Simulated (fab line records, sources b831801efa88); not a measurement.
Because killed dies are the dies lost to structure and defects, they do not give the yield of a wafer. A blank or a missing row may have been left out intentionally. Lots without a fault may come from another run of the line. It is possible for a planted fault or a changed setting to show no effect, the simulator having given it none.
Which tool did it? + flow gf180mcu + 9 lots, 27 wafers sampled, at 4 steps of a route of 602

## WHAT THE GAUGES SHOWED, per wafer
GF_STI_THK_MEAS_30.
| lot  | measured    | on           | STI_OXIDATION_02_THK (nm) |
|------|-------------|--------------|---------------------------|
| L777 | day 2 05:29 | filmMetro-03 | 9.84 9.75 10.02           |
| L778 | day 2 10:44 | filmMetro-02 | 10.03 9.97 9.97           |
| L779 | day 2 14:46 | filmMetro-03 | 9.86 9.91 9.92            |
| L780 | day 2 21:36 | filmMetro-02 | 9.60 9.79 9.78            |
| L781 | day 3 02:52 | filmMetro-01 | 10.17 9.94 9.92           |
| L786 | day 4 06:01 | filmMetro-03 | 16.12 15.73 15.79         |
| L787 | day 4 09:40 | filmMetro-03 | 16.02 16.12 16.20         |
| L791 | day 5 07:34 | filmMetro-03 | 10.17 10.31 10.17         |
| L793 | day 5 18:32 | filmMetro-01 | 10.50 10.50 10.43         |

GF_MVSD_TW_MEAS_11.
| lot  | measured    | on           | MVSD_TW        |
|------|-------------|--------------|----------------|
| L777 | day 4 10:41 | filmMetro-03 | 1558 1560 1553 |
| L778 | day 4 17:11 | filmMetro-01 | 1607 1606 1596 |
| L779 | day 4 21:57 | filmMetro-01 | 1595 1592 1603 |
| L780 | day 5 05:26 | filmMetro-01 | 1596 1588 1592 |
| L781 | day 5 09:14 | filmMetro-03 | 1559 1550 1556 |
| L786 | day 6 16:07 | filmMetro-04 | 1572 1580 1586 |
| L787 | day 6 20:46 | filmMetro-01 | 1580 1592 1579 |
| L791 | day 7 19:55 | filmMetro-04 | 1590 1590 1596 |
| L793 | day 8 06:59 | filmMetro-04 | 1597 1605 1591 |

GF_VT_IMPLANT_TW_MEAS_10.
| lot  | measured    | on           | VT_IMPLANT_TW |
|------|-------------|--------------|---------------|
| L777 | day 5 15:18 | filmMetro-01 | 569 564 570   |
| L778 | day 5 21:28 | filmMetro-02 | 572 570 570   |
| L779 | day 6 01:59 | filmMetro-01 | 567 567 568   |
| L780 | day 6 11:02 | filmMetro-04 | 562 564 563   |
| L781 | day 6 14:35 | filmMetro-04 | 561 565 563   |
| L786 | day 7 21:47 | filmMetro-04 | 567 567 566   |
| L787 | day 8 03:43 | filmMetro-01 | 567 567 565   |
| L791 | day 9 05:58 | filmMetro-01 | 569 569 568   |
| L793 | day 9 18:11 | filmMetro-01 | 572 571 569   |

## WHAT TOOL EACH LOT RAN ON (gives the tool, then ch and the chambers of the sampled wafers, and finally the start)
| lot  | GF_STI_OXIDATION_29          |
|------|------------------------------|
| L777 | furnace-02 ch 0, day 2 04:04 |
| L778 | furnace-01 ch 0, day 2 09:21 |
| L779 | furnace-02 ch 0, day 2 13:22 |
| L780 | furnace-02 ch 0, day 2 20:13 |
| L781 | furnace-01 ch 0, day 3 01:28 |
| L786 | furnace-02 ch 0, day 4 04:38 |
| L787 | furnace-02 ch 0, day 4 08:14 |
| L791 | furnace-01 ch 0, day 5 06:10 |
| L793 | furnace-01 ch 0, day 5 17:09 |
- GF_STI_OXIDATION_29: stabilise 600 s, purge 300 s, target thk 10 nm.

## AS READ BY THE TOOLS THEMSELVES (means over the sampled wafers that have a number; for cases with no such wafer, the mark the record gives instead)
GF_STI_OXIDATION_29.
| lot  | tool       | spikeTcBottomC (C) | spikeTcCentreC (C) | spikeTcLowerC (C) | spikeTcTopC (C) | spikeTcUpperC (C) | zonePowerCentrePct (%) | zonePowerUpperPct (%) |
|------|------------|--------------------|--------------------|-------------------|-----------------|-------------------|------------------------|-----------------------|
| L777 | furnace-02 | 919.3              | 901.4              | 900.8             | 918.0           | 899.9             | 19.2                   | 16.02                 |
| L778 | furnace-01 | 918.5              | 901.6              | 898.9             | 912.9           | 898.7             | 16.2                   | 16.40                 |
| L779 | furnace-02 | 918.5              | 900.3              | 900.7             | 917.6           | 900.3             | 18.9                   | 16.01                 |
| L780 | furnace-02 | 919.4              | 901.0              | 901.7             | 918.1           | 900.5             | 19.1                   | 15.86                 |
| L781 | furnace-01 | 918.3              | 902.0              | 899.9             | 912.8           | 898.6             | 16.1                   | 16.55                 |
| L786 | furnace-02 | 963.8              | 946.1              | 945.6             | 961.9           | 944.3             | 21.1                   | 17.82                 |
| L787 | furnace-02 | 964.3              | 945.7              | 945.4             | 961.8           | 944.7             | 21.2                   | 17.79                 |
| L791 | furnace-01 | 919.1              | 901.4              | 899.9             | 911.8           | 898.2             | 16.2                   | 16.56                 |
| L793 | furnace-01 | 919.5              | 902.1              | 900.5             | 912.8           | 898.0             | 16.2                   | 16.47                 |

## THE ANSWER, worked out from the rows above alone
Rule: the lots themselves supply what counts as usual. Put in order of their means at a reading, lots are off if they are a third of the lots or fewer, leave a main group of 4 or more, and stand apart from it by a gap of 3 or more times the standard deviation of the main group's means; of several such gaps the widest counts. Not used: any main group whose means are identical at the precision the tables above print for the reading. A lot without any number at a reading at which 4 lots or more have one is off too. All remaining lots with rows at the step are treated as sound. Order of review: gauges by route order, followed by the tools' own readings, for which a lot's mean as printed above is used. The first step at which some lot is off is used, and at that step the reading that is off furthest; a lot without a number counts as furthest.
Off: L786, L787, seen at GF_STI_THK_MEAS_30 (STI_OXIDATION_02_THK). For the main group the mean is 10.03 nm and the standard deviation 0.23.
A tool fits if, at a process step before that reading, it ran every lot that is off, and no sound lot after the first of them. The gauges at GF_STI_THK_MEAS_30 aren't tried: what is off there is off at GF_STI_OXIDATION_29 too, on other tools, and a gauge's error can't cause that. One candidate fits, namely furnace-02 at GF_STI_OXIDATION_29. A fault onset in the window from L780 (day 2 20:13, its last sound lot) to L786 (day 4 04:38, its first lot off) fits.
The tool's own readings at GF_STI_OXIDATION_29 bear it out: on the lots that are off they differ by more than 5 times the standard deviation of the sound lots' means. spikeTcBottomC reads 964.0 C there against 918.9 C on the sound lots; spikeTcCentreC reads 945.9 C there against 901.4 C on the sound lots; spikeTcLowerC reads 945.5 C there against 900.3 C on the sound lots; spikeTcTopC reads 961.8 C there against 914.9 C on the sound lots; spikeTcUpperC reads 944.5 C there against 899.2 C on the sound lots; zonePowerUpperPct reads 17.80 % there against 16.27 % on the sound lots.

## WHAT THE SIMULATOR HAD PUT IN
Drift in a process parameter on furnace-02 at GF_STI_OXIDATION_29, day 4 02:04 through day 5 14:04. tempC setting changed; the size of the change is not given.
Shown lots that were struck: L786, L787. The rule above found the same.
